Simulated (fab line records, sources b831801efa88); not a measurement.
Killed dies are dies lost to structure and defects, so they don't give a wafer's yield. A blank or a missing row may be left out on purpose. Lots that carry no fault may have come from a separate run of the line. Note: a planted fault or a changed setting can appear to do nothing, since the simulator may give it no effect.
fab line records	flow sfq_line
[record] lots = 6	wafers = 18	last_day = 73
route steps=325 shown M7@288 I7@296
lots that met no fault: taken from a fault-free run of the same line
start_h: hours from the record's first day to the start of the lot's first wafer shown	wait_h: time in hours since the lot's previous step	" as in the row above	L1.1+2: a row that stands for several wafers	- either no value or no given start	* or withheld: withheld	< > ~ a bound
route shown NAME@n: NAME is a module with steps in the file, n the number in the route of the first one	usual: mean/standard deviation taken from wafers without a fault	same: alike in all rows	chamber/n: place in a boat	sites: readings site by site	_std_site: the values' standard deviation	_edge_site: inner sites' mean taken away from outer sites' mean	radius_mm: for every site, how far away it sits from the centre of the wafer	mask NAME#n: copy n	behind: the tool/chamber that last shaped the wafer	hold: why the lot went on hold/how many hours it stayed there/how the hold came to an end	device: which transistor (n, p or np) failed to switch	end of line: at the end of the route, the tests of the same wafers	a step given without rows: its recipe and nothing more	killed: not the wafer's yield, but the dies lost to structure and defects at the first sort	map: a wafer's dies, marking killed ones x, the rest . and places with no die _
set.NAME: setting as actually run; set.NAME@STEP: the setting as run at that earlier step	model.NAME: the simulator's own value behind a step, which no gauge read
lots seen at some steps along the route; tables by step, rows by wafer
services: from which hour (start_h, from the record's first day; less than 0 if before it) a tool's chamber was out of use, for how many hours, and why
[[steps]]
[step SFQ_TRILAYER_M7_LITHO_EXPOSE_178]
[recipe] mask_id = M7	na = 0.6	source_shape = conventional	sigma_outer = 0.65	target_cd_nm = 500	dose_mj = 14.4
[step SFQ_TRILAYER_M7_LITHO_PEB_180]
[recipe] peb_temp_c = 115	peb_time_s = 60	resist = KrF
[step SFQ_TRILAYER_M7_LITHO_DEVELOP_179]
[recipe] time_s = 60	resist = KrF
[step SFQ_M7_OVL_MEAS_945]
[usual] M7_OVL = -6/5.2
lot.wafer	tool	chamber	start_h	wait_h	M7_OVL[nm]
L481.1	overlay-02	-	1560.82	0.1	-17
L481.4	"	-	"	"	-7
L481.6	"	-	"	"	-6
L482.1	overlay-01	-	1569.22	0.1	-2
L482.2	"	-	"	"	-4
L482.6	"	-	"	"	3
L486.2	overlay-01	-	1582.35	0.1	-3
L486.3	"	-	"	"	1
L486.6	"	-	"	"	0
L487.4	overlay-01	-	1583.57	0.1	-9
L487.5	"	-	"	"	-4
L487.6	"	-	"	"	-6
L488.1	overlay-02	-	1584.75	0.1	-1
L488.3	"	-	"	"	-8
L488.5	"	-	"	"	-5
L492.2	overlay-02	-	1589.68	0.1	-11
L492.4	"	-	"	"	-9
L492.6	"	-	"	"	-9
[step SFQ_TRILAYER_M7_BARC_OPEN_METAL_ETCH_229]
[recipe] mask_material = PR	chemistry = O2	target_depth_nm = 125	target = BARC	icp_w = 600	bias_w = 80	pressure_mtorr = 10	time_s = 41.7
[step SFQ_TRILAYER_M7_ETCH_METAL_ETCH_180]
[recipe] target = Nb	stop_on = SiO2	mask_material = PR	chemistry = Cl2/Ar	target_depth_nm = 240	icp_w = 600	bias_w = 80	pressure_mtorr = 10	time_s = 120
[usual] drypump_motor_current_A = 5.88/0.29	oes_product_au = 0.895/0.0071
lot.wafer	tool	chamber	start_h	wait_h	drypump_motor_current_A	oes_product_au	rf_hours_counter_h
L481.1	rie_metal-02	0	1560.92	0.0	5.62	0.892	59
L481.4	"	1	"	"	6.19	0.882	-
L481.6	"	1	"	"	6.22	0.893	-
L482.1	rie_metal-01	0	1569.32	0.0	5.77	0.901	106
L482.2	"	1	"	"	5.83	0.893	62
L482.6	"	0	"	"	5.77	0.897	-
L486.2	rie_metal-02	0	1582.44	0.0	5.63	0.917	61
L486.3	"	1	"	"	6.24	0.906	-
L486.6	"	1	"	"	6.23	0.904	-
L487.4	rie_metal-04	0	1583.69	0.1	6.41	0.896	-
L487.5	"	1	"	"	5.43	0.891	-
L487.6	"	0	"	"	6.44	0.895	-
L488.1	rie_metal-01	1	1584.84	0.0	5.83	0.899	64
L488.3	"	0	"	"	5.76	0.891	-
L488.5	"	0	"	"	5.75	0.893	-
L492.2	rie_metal-01	0	1589.77	0.0	5.76	0.888	109
L492.4	"	0	"	"	5.76	0.905	-
L492.6	"	0	"	"	5.77	0.904	-
[step SFQ_TRILAYER_M7_STRIP_STRIP_181]
[recipe] gas = O2	power_w = 200	platen_temp_c = 40	overash_fraction = 0.65	chemistry = O2	pressure_mtorr = 50
[step SFQ_TRILAYER_M7_STRIP_SOLV_CLEAN_182]
[recipe] chemistry = NMP	temp_c = 70	time_s = 600
[step SFQ_TRILAYER_I7_DEP_PECVD_183]
[recipe] material = SiO2	temp_c = 150	time_s = 111.11	pressure_torr = 2.4	rf_w = 183.3	precursor = SiH4/N2O	target_thk_nm = 500
[usual] heater_power_w = 79/9.9	throttle_valve_pct = 24.5/1.4
lot.wafer	tool	chamber	start_h	wait_h	heater_power_w	throttle_valve_pct
L481.1	pecvd-03	1	1561.82	0.0	77	26.8
L481.4	"	2	"	"	103	25.0
L481.6	"	1	"	"	77	26.6
L482.1	pecvd-04	0	1570.22	0.0	76	23.5
L482.2	"	2	"	"	69	22.5
L482.6	"	2	"	"	72	22.3
L486.2	pecvd-03	1	1583.34	0.0	75	26.8
L486.3	"	2	"	"	105	24.8
L486.6	"	2	"	"	103	25.0
L487.4	pecvd-01	0	1584.76	0.0	77	26.6
L487.5	"	2	"	"	74	25.4
L487.6	"	1	"	"	65	24.8
L488.1	pecvd-04	0	1585.74	0.0	77	23.3
L488.3	"	2	"	"	70	22.5
L488.5	"	2	"	"	71	22.4
L492.2	pecvd-03	1	1590.67	0.0	67	26.8
L492.4	"	0	"	"	94	23.8
L492.6	"	1	"	"	72	26.9
[step SFQ_TRILAYER_I7_CMP_CMP_184]
[recipe] material = SiO2	down_force_psi = 3	platen_rpm = 60	pad_velocity_m_s = 0.94248
[usual] motor_current_A = 10.5/0.98	time_to_endpoint_s = 221/6.6
lot.wafer	tool	chamber	start_h	wait_h	motor_current_A	time_to_endpoint_s
L481.4	cmp-01	2	1562.40	0.5	9.2	230
L481.1	"	3	"	"	12.5	223
L481.6	"	1	1563.90	2.0	9.9	228
L482.2	cmp-01	2	1570.34	0.1	9.4	217
L482.1	"	0	1571.34	1.1	11.5	225
L482.6	"	2	1572.34	2.0	9.6	234
L486.2	cmp-02	3	1583.42	0.0	9.7	215
L486.3	"	0	"	"	10.9	211
L486.6	"	3	1585.42	2.0	9.0	214
L487.4	cmp-01	2	1585.80	1.0	9.1	216
L487.5	"	0	1586.80	2.0	11.3	227
L487.6	"	1	"	"	9.9	227
L488.3	cmp-02	3	1586.42	0.6	9.6	211
L488.1	"	1	1587.42	1.6	10.5	216
L488.5	"	3	1588.42	2.6	9.2	227
L492.4	cmp-01	3	1597.80	7.0	12.1	226
L492.2	"	0	"	"	11.1	218
L492.6	"	1	"	"	9.7	225
[step SFQ_I7_BOW_MEAS_946]
[recipe] mode = bow
[usual] I7_BOW = 8/9.8
lot.wafer	tool	chamber	start_h	wait_h	I7_BOW[um]
L481.1	film_metro-03	-	1564.90	1.5	-3
L481.4	"	-	"	"	3
L481.6	"	-	"	"	0
L482.1	film_metro-02	-	1573.34	1.5	3
L482.2	"	-	"	"	7
L482.6	"	-	"	"	0
L486.2	film_metro-03	-	1586.44	2.5	14
L486.3	"	-	"	"	10
L486.6	"	-	"	"	7
L487.4	film_metro-01	-	1587.86	1.6	5
L487.5	"	-	"	"	3
L487.6	"	-	"	"	1
L488.1	film_metro-02	-	1589.42	1.5	23
L488.3	"	-	"	"	21
L488.5	"	-	"	"	8
L492.2	film_metro-02	-	1599.82	1.0	21
L492.4	"	-	"	"	17
L492.6	"	-	"	"	16
[step SFQ_TRILAYER_I7_METRO_MEASURE_185]
[usual] thk_nm = 200.4/0.85
lot.wafer	tool	chamber	start_h	wait_h	thk_nm
L481.1	film_metro-03	-	1565.02	0.1	202.3
L481.4	"	-	"	"	201.4
L481.6	"	-	"	"	200.8
L482.1	film_metro-02	-	1573.46	0.1	201.0
L482.2	"	-	"	"	200.2
L482.6	"	-	"	"	200.4
L486.2	film_metro-03	-	1586.74	0.3	199.6
L486.3	"	-	"	"	201.4
L486.6	"	-	"	"	199.8
L487.4	film_metro-01	-	1588.52	0.6	200.4
L487.5	"	-	"	"	199.5
L487.6	"	-	"	"	199.6
L488.1	film_metro-02	-	1589.54	0.1	199.7
L488.3	"	-	"	"	199.2
L488.5	"	-	"	"	198.4
L492.2	film_metro-02	-	1600.12	0.3	200.9
L492.4	"	-	"	"	201.3
L492.6	"	-	"	"	201.3
[step SFQ_TRILAYER_I7_VIA_LITHO_COAT_192]
[recipe] resist = BARC	spin_rpm = 3000	resist_thk_nm = 62
[usual] resist_line_temp_C = 23.00/0.099	spin_speed_rpm = 3000.0/2
lot.wafer	tool	chamber	start_h	wait_h	resist_line_temp_C	spin_speed_rpm	model.BARC_of_TRILAYER_I7_VIA_LITHO_COAT_192.thk_nm
L481.1	litho_track-02	0	1566.22	1.0	23.15	2995.8	62.23
L481.4	"	0	"	"	22.90	2999.9	62.13
L481.6	"	0	"	"	23.02	2998.7	62.32
L482.1	litho_track-04	0	1574.66	1.0	23.15	3005.5	62.07
L482.2	"	0	"	"	22.95	3001.7	62.02
L482.6	"	0	"	"	23.08	3002.3	61.96
L486.2	litho_track-02	0	1587.79	0.8	22.96	2996.6	62.3
L486.3	"	0	"	"	22.86	3000.5	62.42
L486.6	"	0	"	"	22.99	2999.5	62.29
L487.4	litho_track-04	0	1589.27	0.6	22.95	3100.3	60.94
L487.5	"	0	"	"	23.14	3099.0	60.92
L487.6	"	0	"	"	22.94	3098.5	60.85
L488.1	litho_track-04	0	1590.74	1.0	23.03	3098.6	60.7
L488.3	"	0	"	"	23.02	3100.8	60.57
L488.5	"	0	"	"	22.87	3100.6	60.87
L492.2	litho_track-02	0	1601.17	0.8	23.08	2996.0	61.68
L492.4	"	0	"	"	23.21	2999.3	61.71
L492.6	"	0	"	"	23.17	2998.2	61.71
[step SFQ_TRILAYER_I7_VIA_LITHO_COAT_187]
[recipe] resist = KrF	spin_rpm = 3000	resist_thk_nm = 650
[step SFQ_TRILAYER_I7_VIA_LITHO_SOFTBAKE_191]
[recipe] temp_c = withheld	time_s = withheld	resist = KrF
[step SFQ_TRILAYER_I7_VIA_LITHO_EXPOSE_188]
[recipe] mask_id = I7	na = 0.6	source_shape = conventional	sigma_outer = 0.65	target_cd_nm = 1000	dose_mj = 21.3
[step SFQ_TRILAYER_I7_VIA_LITHO_PEB_190]
[recipe] peb_temp_c = 115	peb_time_s = 60	resist = KrF
[step SFQ_TRILAYER_I7_VIA_LITHO_DEVELOP_189]
[recipe] time_s = 60	resist = KrF
[step SFQ_I7_OVL_MEAS_947]
[usual] I7_OVL = 2/4.7
lot.wafer	tool	chamber	start_h	wait_h	I7_OVL[nm]
L481.1	overlay-01	-	1669.46	0.1	1
L481.4	"	-	"	"	-2
L481.6	"	-	"	"	3
L482.1	overlay-01	-	1671.86	0.1	9
L482.2	"	-	"	"	7
L482.6	"	-	"	"	8
L486.2	overlay-01	-	1677.87	0.1	1
L486.3	"	-	"	"	1
L486.6	"	-	"	"	5
L487.4	overlay-01	-	1679.08	0.1	-7
L487.5	"	-	"	"	-1
L487.6	"	-	"	"	-5
L488.1	overlay-01	-	1680.26	0.1	8
L488.3	"	-	"	"	6
L488.5	"	-	"	"	0
L492.2	overlay-01	-	1688.67	0.1	-3
L492.4	"	-	"	"	-6
L492.6	"	-	"	"	-5
[step SFQ_TRILAYER_I7_VIA_BARC_OPEN_VIA_ETCH_260]
[recipe] mask_material = PR	chemistry = O2	target_depth_nm = 125	target = BARC	source_w = 500	bias_w = 80	pressure_mtorr = 30	time_s = 41.7
[usual] drypump_motor_current_A = 5.5/0.37	oes_product_au = 0.685/0.0048
lot.wafer	tool	chamber	start_h	wait_h	drypump_motor_current_A	oes_product_au	rf_hours_counter_h	model.etch.depth_nm
L481.1	rie_diel-04	0	1669.50	0.0	5.0	0.693	2	62.23
L481.4	"	2	"	"	5.3	0.688	12	62.13
L481.6	"	2	"	"	5.3	0.687	-	62.32
L482.1	rie_diel-02	0	1671.90	0.0	5.7	0.691	17	62.07
L482.2	"	2	"	"	6.0	0.681	21	62.02
L482.6	"	0	"	"	5.7	0.685	-	61.96
L486.2	rie_diel-01	1	1677.90	0.0	5.2	0.686	14	62.3
L486.3	"	2	"	"	5.6	0.690	3	62.42
L486.6	"	0	"	"	5.2	0.684	-	62.29
L487.4	rie_diel-04	1	1679.10	0.0	5.8	0.677	18	60.94
L487.5	"	2	"	"	5.4	0.681	-	60.92
L487.6	"	1	"	"	5.8	0.682	-	60.85
L488.1	rie_diel-02	0	1680.30	0.0	5.7	0.675	17	60.7
L488.3	"	2	"	"	6.0	0.678	22	60.57
L488.5	"	1	"	"	5.2	0.689	-	60.87
L492.2	rie_diel-01	0	1688.70	0.0	5.2	0.685	15	61.68
L492.4	"	3	"	"	5.4	0.687	1	61.71
L492.6	"	2	"	"	5.6	0.684	-	61.71
[step SFQ_TRILAYER_I7_VIA_ETCH_VIA_ETCH_190]
[recipe] target = SiO2	stop_on = Nb	mask_material = PR	taper_deg = 20	chemistry = CHF3	target_depth_nm = 260	source_w = 500	bias_w = 80	pressure_mtorr = 30	time_s = withheld
[usual] drypump_motor_current_A = 5.5/0.37	oes_product_au = 0.856/0.0057
lot.wafer	tool	chamber	start_h	wait_h	drypump_motor_current_A	oes_product_au
L481.1	rie_diel-04	0	1669.54	0.0	5.0	0.870
L481.4	"	2	"	"	5.4	0.859
L481.6	"	2	"	"	5.3	0.865
L482.1	rie_diel-02	0	1671.94	0.0	5.7	0.867
L482.2	"	2	"	"	6.0	0.861
L482.6	"	0	"	"	5.7	0.859
L486.2	rie_diel-01	1	1677.94	0.0	5.1	0.855
L486.3	"	2	"	"	5.6	0.860
L486.6	"	0	"	"	5.2	0.859
L487.4	rie_diel-04	1	1679.14	0.0	5.8	0.847
L487.5	"	2	"	"	5.4	0.849
L487.6	"	1	"	"	5.8	0.857
L488.1	rie_diel-02	0	1680.34	0.0	5.7	0.848
L488.3	"	2	"	"	6.0	0.854
L488.5	"	1	"	"	5.2	0.840
L492.2	rie_diel-01	0	1688.74	0.0	5.2	0.867
L492.4	"	3	"	"	5.4	0.861
L492.6	"	2	"	"	5.7	0.851
[[services]]
tool	chamber	start_h	hours	kind
cmp-02	-	1544.44	0.8	repair
rie_diel-04	3	1546.60	3.1	repair
pecvd-04	1	1560.13	10.7	repair
rie_metal-04	0	1563.34	6.5	repair
film_metro-02	-	1563.98	1.3	pm
cmp-02	-	1564.40	1.0	repair
rie_diel-02	-	1588.03	2.0	repair
cmp-02	-	1601.42	4.0	pm
rie_metal-02	1	1604.73	2.6	repair
rie_diel-01	-	1619.97	0.4	repair
cmp-02	-	1622.92	4.6	repair
rie_metal-02	0	1622.97	2.0	repair
film_metro-02	-	1628.65	0.7	pm
rie_diel-02	-	1633.61	0.8	repair
film_metro-03	-	1636.92	0.4	pm
pecvd-03	-	1637.98	5.5	pm
film_metro-03	-	1656.72	0.9	pm
rie_diel-04	3	1657.84	1.7	repair
rie_metal-01	-	1665.50	0.8	repair
pecvd-04	1	1667.20	6.1	repair
film_metro-02	-	1679.98	0.9	pm
pecvd-04	-	1683.87	1.6	repair
pecvd-03	-	1686.25	14.0	pm
rie_diel-02	3	1688.78	3.5	repair
[[key]]
[first_sign] step = SFQ_TRILAYER_I7_VIA_LITHO_COAT_192	reading = spin_speed_rpm	direction = up	sigmas = 51	usual = 3000.0	struck = 3099.6
effect none on later readings
[model_effect] step = SFQ_TRILAYER_I7_VIA_LITHO_COAT_192	value = BARC_of_TRILAYER_I7_VIA_LITHO_COAT_192.thk_nm	without = 61.81	struck = 60.81
[model_effect] step = SFQ_TRILAYER_I7_VIA_BARC_OPEN_VIA_ETCH_260	value = etch.depth_nm	without = 61.81	struck = 60.81
met_at SFQ_TRILAYER_I7_VIA_LITHO_COAT_192
struck_wafers L487.4,L487.5,L487.6,L488.1,L488.3,L488.5
onset_between 1574.66 1589.27
[fault] kind = process_parameter_drift	tool = litho_track-04	chamber = -	onset_h = 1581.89	steps = SFQ_TRILAYER_I7_VIA_LITHO_COAT_192	channel = spin_rpm	offset = 99.763	shape = step	end_h = 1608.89	acts_in = these_recipes_only	stated = 3000
